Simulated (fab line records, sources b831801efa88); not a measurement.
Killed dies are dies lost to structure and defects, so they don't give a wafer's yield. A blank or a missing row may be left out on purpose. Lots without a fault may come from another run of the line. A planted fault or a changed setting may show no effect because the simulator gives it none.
A struck lot beside a sound one | flow sky130 | 17 steps out of a route of 708
Sound: wafers L900.1, L900.2, L900.3. Struck: wafer L911.3. (L911.2, L911.4 of the same lot were not struck and are left out.) The cause comes at the end.
At each step with rows: each side's tool, then ch and its chambers, then its first start. Under that, the readings that differ: sound wafers | struck wafers | difference of the means | sigmas: that difference in standard deviations of wafers without a fault.
alike: readings whose means differ by less than 2 such deviations, and words and numbers that are the same on both sides. not compared: withheld readings, readings that some wafer has no value for, bounds like >300 that may hide the same value, and numbers for which the record gives no deviation and whose values overlap.
The two part at a step that has a row with sigmas, a row that says differs or no value, or rows on one side only. Numbers that don't overlap but have no deviation are shown without sigmas and don't part them. A reading that every wafer of one side lacks parts them only if that side has two wafers or more.

SKY_POLY_GATE_THK_MEAS_04:
  sound on film_metro-02, day 17 09:25; struck on film_metro-04, day 21 17:22
  alike: POLY_GATE_CVD_03_THK
then, 8 steps without rows for these wafers: SKY_POLY_GATE_DEHYDRATE_05 (time 60 s); SKY_POLY_GATE_HMDS_06 (prime time 60 s); SKY_POLY_GATE_COAT_07 (resist thk 110 nm); SKY_POLY_GATE_COAT_08 (resist thk 450 nm); SKY_POLY_GATE_SOFTBAKE_09 (time 90 s); SKY_POLY_GATE_EXPOSE_10 (exposes mask P1M, target cd 150 nm); SKY_POLY_GATE_PEB_11; SKY_POLY_GATE_DEVELOP_12 (develop time 60 s).
SKY_POLY_GATE_CD_MEAS_13: target cd 150 nm.
  sound on cd_sem-01, day 18 15:26; struck on cd_sem-01, day 22 23:46
  reading    | sound             | struck | difference | sigmas
  cd_nm (nm) | 150.4 150.9 151.7 | 146.0  | -5.0       | -3
SKY_POLY_GATE_OVL_MEAS_14:
  sound on overlay-02, day 18 15:33; struck on overlay-01, day 22 23:52
  alike: POLY_GATE_OVL
SKY_POLY_GATE_ETCH_15: etches BARC in N2/H2, stops on SiO2, time 118.5 s, target depth 110 nm.
  sound on rie_diel-03 ch 1,2,3, day 18 15:35; struck on rie_diel-03 ch 3, day 22 23:53
  alike: bias_w, drypump_motor_current_A, h2_flow_sccm, n2_flow_sccm, oes_product_au, throttle_valve_pct
  not compared: rf_hours_counter_h
SKY_POLY_GATE_ETCH_16: etches Si3N4 in CH3F/O2, stops on poly-Si, time 147.5 s, target depth 75 nm.
  sound on rie_diel-03 ch 1,2,3, day 18 15:40; struck on rie_diel-03 ch 3, day 22 23:58
  reading                                          | sound             | struck | difference | sigmas
  bias_w (W)                                       | 79.74 80.11 80.61 | 115.69 | +35.54     | +99 or more
  model.KrF-thick_of_POLY_GATE_COAT_08.thk_nm (nm) | 231.2 233.8 235.6 | 219.1  | -14.4      |
  model.poly-Si_of_POLY_GATE_CVD_00.thk_nm (nm)    | 179.9 179.7 179.7 | 177.2  | -2.6       |
  alike: drypump_motor_current_A, oes_product_au, throttle_valve_pct
  not compared: rf_hours_counter_h
SKY_POLY_GATE_ETCH_17: etches poly-Si in HBr/Cl2, stops on SiO2, target depth 180 nm, time 70.5 s.
  sound on rie_si-01 ch 0,1,3, day 18 15:46; struck on rie_si-01 ch 1, day 23 00:04
  reading                                          | sound                | struck | difference | sigmas
  rf_hours_counter_h (h)                           | 7 46 0               | 47     | +29        |
  throttle_valve_pct (%)                           | 33.673 33.683 33.684 | 33.698 | +0.018     | +2
  model.KrF-thick_of_POLY_GATE_COAT_08.thk_nm (nm) | 136.4 140.7 138.3    | 126    | -12        |
  alike: bias_w, drypump_motor_current_A, oes_product_au
SKY_POLY_GATE_STRIP_18: strips in O2/N2.
  sound on plasma_asher-04 ch 0,1, day 18 15:50; struck on plasma_asher-04 ch 0, day 23 00:08
  reading                      | sound          | struck | difference | sigmas
  strip_time_to_endpoint_s (s) | 3.13 3.17 3.14 | 3.02   | -0.13      | -3
  alike: drypump_motor_current_A, n2_flow_sccm, oes_product_au
  not compared: rf_hours_counter_h
then, 2 steps without rows for these wafers: SKY_POLY_GATE_CLEAN_19 (cleans in SC1/SC2, time 150 s); SKY_PAD_OPEN_PROBE_99.

WHERE THEY PART
First at SKY_POLY_GATE_CD_MEAS_13; last, within this record, at SKY_POLY_GATE_STRIP_18.

WHY: what the simulator had put in
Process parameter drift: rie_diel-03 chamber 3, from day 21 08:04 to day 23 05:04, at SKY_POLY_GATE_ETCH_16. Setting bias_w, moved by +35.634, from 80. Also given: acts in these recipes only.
